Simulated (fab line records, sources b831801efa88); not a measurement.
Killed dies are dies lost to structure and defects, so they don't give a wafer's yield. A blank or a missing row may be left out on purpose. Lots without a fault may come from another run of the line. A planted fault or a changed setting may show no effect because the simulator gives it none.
A struck lot beside a sound one | flow gf180mcu | 25 steps out of a route of 602
Sound: wafers L654.2, L654.3, L654.4. Struck: wafers L658.1, L658.4, L658.5. The cause comes at the end.
At each step with rows: each side's tool, then ch and its chambers, then its first start. Under that, the readings that differ: sound wafers | struck wafers | difference of the means | sigmas: that difference in standard deviations of wafers without a fault.
alike: readings whose means differ by less than 2 such deviations, and words and numbers that are the same on both sides. not compared: withheld readings, readings that some wafer has no value for, bounds like >300 that may hide the same value, and numbers for which the record gives no deviation and whose values overlap.
The two part at a step that has a row with sigmas, a row that says differs or no value, or rows on one side only. Numbers that don't overlap but have no deviation are shown without sigmas and don't part them. A reading that every wafer of one side lacks parts them only if that side has two wafers or more.

first, 6 steps without rows for these wafers: GF_TOP_METAL_HMDS_08 (prime time 60 s); GF_TOP_METAL_COAT_09 (resist thk 1500 nm); GF_TOP_METAL_SOFTBAKE_10 (time 60 s); GF_TOP_METAL_EXPOSE_11 (exposes mask MetalTop, target cd 440 nm); GF_TOP_METAL_PEB_12; GF_TOP_METAL_DEVELOP_13 (develop time 60 s).
GF_TOP_METAL_CD_MEAS_14: target cd 440 nm.
  sound on cd_sem-02, day 29 22:07; struck on cd_sem-02, day 30 23:26
  alike: cd_nm
GF_TOP_METAL_OVL_MEAS_15:
  sound on overlay-02, day 29 22:13; struck on overlay-02, day 30 23:33
  reading            | sound       | struck         | difference | sigmas
  TOP_METAL_OVL (nm) | 2.9 2.8 0.0 | -1.1 -0.4 -2.5 | -3.2       | -2
GF_TOP_METAL_METAL_ETCH_16: etches the open film in Cl2/BCl3, stops on SiO2, target depth 1077.5 nm, time 179.6 s.
  sound on rie_metal-04 ch 0,1, day 29 22:15; struck on rie_metal-01 ch 0,1, day 30 23:35
  alike: drypump_motor_current_A, oes_product_au, throttle_valve_pct
  not compared: rf_hours_counter_h
GF_TOP_METAL_STRIP_17: strips in O2/N2.
  sound on plasma_asher-03 ch 0,1, day 29 22:25; struck on plasma_asher-01 ch 0,1, day 30 23:46
  reading                      | sound             | struck            | difference | sigmas
  heater_power_w (W)           | 317 328 252       | 419 417 316       | +85        | +2
  strip_time_to_endpoint_s (s) | 13.31 13.28 13.36 | 13.54 13.55 13.48 | +0.21      | +2
  alike: drypump_motor_current_A, oes_product_au
  not compared: rf_hours_counter_h
then, 2 steps without rows for these wafers: GF_TOP_METAL_STRIP_18 (strips in post etch residue remover, time 1200 s); GF_TOP_METAL_CLEAN_19 (cleans in DIW).
GF_PASSIVATION_CVD_00: deposits SiO2 from TEOS, target thk 1000 nm, time 111.95 s.
  sound on pecvd-04 ch 0,1,2, day 29 23:18; struck on pecvd-04 ch 0,1, day 31 00:17
  no value came back on the struck wafers for heater_power_outer_w (W), heater_power_w (W), susceptor_temp_C (C); on the sound wafers heater_power_outer_w (W) reads 470 521 318
GF_PASSIVATION_CVD_02: deposits Si3N4, target thk 700 nm, time 486.18 s.
  sound on pecvd-03 ch 0,1, day 29 23:26; struck on pecvd-03 ch 1,2, day 31 00:26
  alike: heater_power_outer_w, heater_power_w, susceptor_temp_C
then, 7 steps without rows for these wafers: GF_PASSIVATION_DEHYDRATE_04 (time 60 s); GF_PASSIVATION_HMDS_05 (prime time 60 s); GF_PASSIVATION_COAT_06 (resist thk 4000 nm); GF_PASSIVATION_SOFTBAKE_07; GF_PASSIVATION_EXPOSE_08 (exposes mask Pad, target cd 40000 nm); GF_PASSIVATION_PEB_09; GF_PASSIVATION_DEVELOP_10 (develop time 60 s).
GF_PASSIVATION_ETCH_11: etches the open film in CF4/O2, stops on TiN, target depth 1800 nm, time 400 s.
  sound on rie_diel-01 ch 0,2,3, day 30 18:08; struck on rie_diel-03 ch 1,3, day 31 18:01
  reading                                 | sound             | struck            | difference | sigmas
  oes_product_au (a.u.)                   | 0.961 0.963 0.971 | 0.991 0.993 0.992 | +0.027     | +4
  model.PASSIVATION.feature_depth_nm (nm) | 1689 1687 1717    | 1800 1800 1800    | +102       |
  model.etch.depth_nm (nm)                | 1689 1687 1717    | 1800 1800 1800    | +102       |
  alike: drypump_motor_current_A, throttle_valve_pct
  not compared: rf_hours_counter_h
GF_PASSIVATION_STRIP_12: strips in O2/N2.
  sound on plasma_asher-02 ch 0,1, day 30 18:22; struck on plasma_asher-02 ch 0,1, day 31 18:15
  alike: drypump_motor_current_A, heater_power_w, oes_product_au, strip_time_to_endpoint_s
  not compared: rf_hours_counter_h
then, 1 step without rows for these wafers: GF_PASSIVATION_ANNEAL_13 (time 1800 s).
GF_PASSIVATION_BOW_MEAS_14:
  sound on film_metro-02, day 30 19:59; struck on film_metro-02, day 31 19:51
  alike: PASSIVATION_BOW

WHERE THEY PART
First at GF_TOP_METAL_OVL_MEAS_15; last, within this record, at GF_PASSIVATION_ETCH_11. Later steps at which nothing parts them and some readings are alike: GF_PASSIVATION_STRIP_12, GF_PASSIVATION_BOW_MEAS_14.

WHY: what the simulator had put in
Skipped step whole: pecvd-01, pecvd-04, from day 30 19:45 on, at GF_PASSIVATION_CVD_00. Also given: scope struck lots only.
